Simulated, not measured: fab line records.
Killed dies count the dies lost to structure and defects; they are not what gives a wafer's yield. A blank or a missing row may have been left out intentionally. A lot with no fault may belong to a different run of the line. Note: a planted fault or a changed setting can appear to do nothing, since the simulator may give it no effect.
Code-filled problem report in 8D (eight disciplines) form + flow sky130 + the parts of the form that need people (team, actions taken, sign-off) are left out

== 1. THE PROBLEM ==
Mean NWELL_2_TW at SKY_NWELL_TW_MEAS_26: 470 over 3 wafers in 3 lots; fault-free wafers: 497, standard deviation 3.6. That is -7.4 standard deviations from the usual mean.
Seen first at day 7 16:44 on film_metro-02, wafer L674.1. The record holds 40 wafers of 14 lots with a number at this step. By rule, "out" or "out of limits" means more than 4 standard deviations away from the usual mean. The other wafers with a number count as sound.

== 2. WHAT IT IS AND WHAT IT IS NOT ==
| question                    | is                                          | is not                                                                                             |
|-----------------------------|---------------------------------------------|----------------------------------------------------------------------------------------------------|
| which readings at this step | NWELL_2_TW                                  | -                                                                                                  |
| which lots                  | L674, L675, L680                            | L665, L666, L668, L669, L670, L671, L672, L681, L682, L683, L688                                   |
| which wafers of those lots  | L674.1, L675.3, L680.3                      | L674.4, L675.4, L675.5, L680.6                                                                     |
| read on which gauges        | film_metro-01, film_metro-02, film_metro-03 | -                                                                                                  |
| when                        | from day 7 16:44                            | up to then (22 sound wafers); but 15 sound wafers of L675, L680, L681, L682, L683, L688 came after |

== 3. WHAT RULES OUT EACH SUSPECT ==
Counting: a tool at a process step up to the reading stays a suspect if it ran every lot that is out. Sound lots after the first of them don't rule it out here, since some wafers of a struck lot are sound.
- the gauge at SKY_NWELL_TW_MEAS_26 has been ruled out. Those wafers that are out were read across 3 gauges (film_metro-01, film_metro-02, film_metro-03).
- implanter-03 at SKY_NWELL_IMPLANT_24: kept. Ran every lot that is out, first one L674 (day 7 16:29); last sound lot up to then L670 (day 6 18:52). On those wafers its own readings are out: beam_on_s, faraday_current_uA.
After counting, what remains is implanter-03 at SKY_NWELL_IMPLANT_24.

== 4. THE CAUSE (what the simulator had put in) ==
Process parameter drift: implanter-03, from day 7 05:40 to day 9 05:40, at SKY_NWELL_IMPLANT_24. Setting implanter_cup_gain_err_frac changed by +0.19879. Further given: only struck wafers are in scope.
The count eliminated every tool but this one.

== 5. SEQUENCE OF EFFECTS, ordered by route ==
Rows list readings where the struck wafers' mean (over those with a number) sits beyond 3 standard deviations from the usual. Scope: only readings with a usual standard deviation given in the record; hours: median across lots of the time from each lot's start at the first step in this table that gives one to its start at this step; sigmas: change in usual standard deviations.
| hours | step                 | reading            | usual   | on struck wafers | change | sigmas |
|-------|----------------------|--------------------|---------|------------------|--------|--------|
| 0     | SKY_NWELL_IMPLANT_24 | beam_on_s          | 10.00 s | 8.32             | -1.68  | -7.7   |
| 0     | SKY_NWELL_IMPLANT_24 | faraday_current_uA | 51.9    | 62.2             | +10.3  | +9.3   |
| 0     | SKY_NWELL_TW_MEAS_26 | NWELL_2_TW         | 497     | 470              | -27    | -7.4   |
Its process steps:
- SKY_NWELL_IMPLANT_24
Later steps that measure or inspect, where all struck wafers having a row at the step show a number for every such reading and not one has moved that far: SKY_NWELL_RS_MEAS_31, SKY_VT_ADJUST_HVTP_OVL_MEAS_08.

== 6. HOW IT WOULD HAVE BEEN CAUGHT EARLIER ==
The first out-of-limits reading at a measuring or inspecting step in this record came at day 7 16:44, 11 hours after the fault's start at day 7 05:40.
Tool's own readings at SKY_NWELL_IMPLANT_24, beam_on_s, faraday_current_uA: out on all struck wafers the step has rows for; an alarm limit on them would have tripped on the first.
L675, L680, from the lots that are out (3), started SKY_NWELL_IMPLANT_24 on implanter-03 later than day 7 16:44. A hold on the tool at that time would have spared those 2.
